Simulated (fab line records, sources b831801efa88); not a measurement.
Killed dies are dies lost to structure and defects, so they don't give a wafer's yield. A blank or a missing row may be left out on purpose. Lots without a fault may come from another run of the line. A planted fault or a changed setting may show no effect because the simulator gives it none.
A struck lot beside a sound one | flow sky130 | 15 steps out of a route of 708
Sound: wafers L992.2, L992.4, L992.5. Struck: wafer L997.3. (L997.5, L997.6 of the same lot were not struck and are left out.) The cause comes at the end.
At each step with rows: each side's tool, then ch and its chambers, then its first start. Under that, the readings that differ: sound wafers | struck wafers | difference of the means | sigmas: that difference in standard deviations of wafers without a fault.
alike: readings whose means differ by less than 2 such deviations, and words and numbers that are the same on both sides. not compared: withheld readings, readings that some wafer has no value for, bounds like >300 that may hide the same value, and numbers for which the record gives no deviation and whose values overlap.
The two part at a step that has a row with sigmas, a row that says differs or no value, or rows on one side only. Numbers that don't overlap but have no deviation are shown without sigmas and don't part them. A reading that every wafer of one side lacks parts them only if that side has two wafers or more.

first, 4 steps without rows for these wafers: SKY_VIA2_SOFTBAKE_08 (time 90 s); SKY_VIA2_EXPOSE_09 (exposes mask VIM2, target cd 200 nm); SKY_VIA2_PEB_10; SKY_VIA2_DEVELOP_11 (develop time 60 s).
SKY_VIA2_CD_MEAS_12: target cd 200 nm.
  sound on cd_sem-02, day 39 03:26; struck on cd_sem-02, day 40 11:24
  alike: cd_nm
SKY_VIA2_OVL_MEAS_13:
  sound on overlay-01, day 39 03:32; struck on overlay-02, day 40 11:30
  reading       | sound   | struck | difference | sigmas
  VIA2_OVL (nm) | 0 -3 -5 | 9      | +12        | +2
SKY_VIA2_ETCH_14: etches BARC in N2/H2, stops on SiO2, time 45.9 s, target depth 60 nm.
  sound on rie_diel-03 ch 0,2,3, day 39 03:34; struck on rie_diel-03 ch 0, day 40 11:31
  alike: chamber_pressure_mTorr, drypump_motor_current_A, oes_product_au, rf_fwd_power_W, throttle_valve_pct
  not compared: rf_hours_counter_h
SKY_VIA2_ETCH_15: etches SiO2 in C4F8/O2/Ar, stops on TiN, target depth 546 nm, time 84 s.
  sound on rie_diel-03 ch 0,2,3, day 39 03:37; struck on rie_diel-03 ch 0, day 40 11:34
  alike: chamber_pressure_mTorr, oes_product_au, rf_fwd_power_W
  not compared: rf_hours_counter_h
SKY_VIA2_STRIP_16: strips in O2/N2.
  sound on plasma_asher-03 ch 0,1, day 39 03:41; struck on plasma_asher-03 ch 1, day 40 11:40
  alike: chamber_pressure_mTorr, drypump_motor_current_A, oes_product_au, strip_time_to_endpoint_s
  not compared: rf_hours_counter_h
then, 3 steps without rows for these wafers: SKY_VIA2_STRIP_17 (strips in post etch residue remover, time 1200 s); SKY_VIA2_CLEAN_18 (cleans in IPA, time 180 s); SKY_VIA2_CLEAN_19 (cleans in O3/DIW).
SKY_VIA2_SPUTTER_20: material TiN, target thk 20 nm, time 80 s.
  sound on pvd_sputter-03, day 39 04:19; struck on pvd_sputter-03, day 40 12:13
  reading                                  | sound                | struck | difference | sigmas
  cathode_dc_power_W (W)                   | 3999.2 3999.7 3999.1 | 4216.2 | +216.9     | +99 or more
  model.TiN_of_VIA2_SPUTTER_20.thk_nm (nm) | 20.01 19.87 19.78    | 21.11  | +1.22      |
  alike: throttle_valve_pct
SKY_VIA2_CVD_21: deposits W, target thk 420 nm, time 126.4 s.
  sound on cvd_w-01 ch 0,1, day 39 04:22; struck on cvd_w-02 ch 1, day 40 12:22
  alike: heater_power_w
then, 1 step without rows for these wafers: SKY_PAD_OPEN_PROBE_99.

WHERE THEY PART
First at SKY_VIA2_OVL_MEAS_13; last, within this record, at SKY_VIA2_SPUTTER_20. Later steps at which nothing parts them and some readings are alike: SKY_VIA2_CVD_21.

WHY: what the simulator had put in
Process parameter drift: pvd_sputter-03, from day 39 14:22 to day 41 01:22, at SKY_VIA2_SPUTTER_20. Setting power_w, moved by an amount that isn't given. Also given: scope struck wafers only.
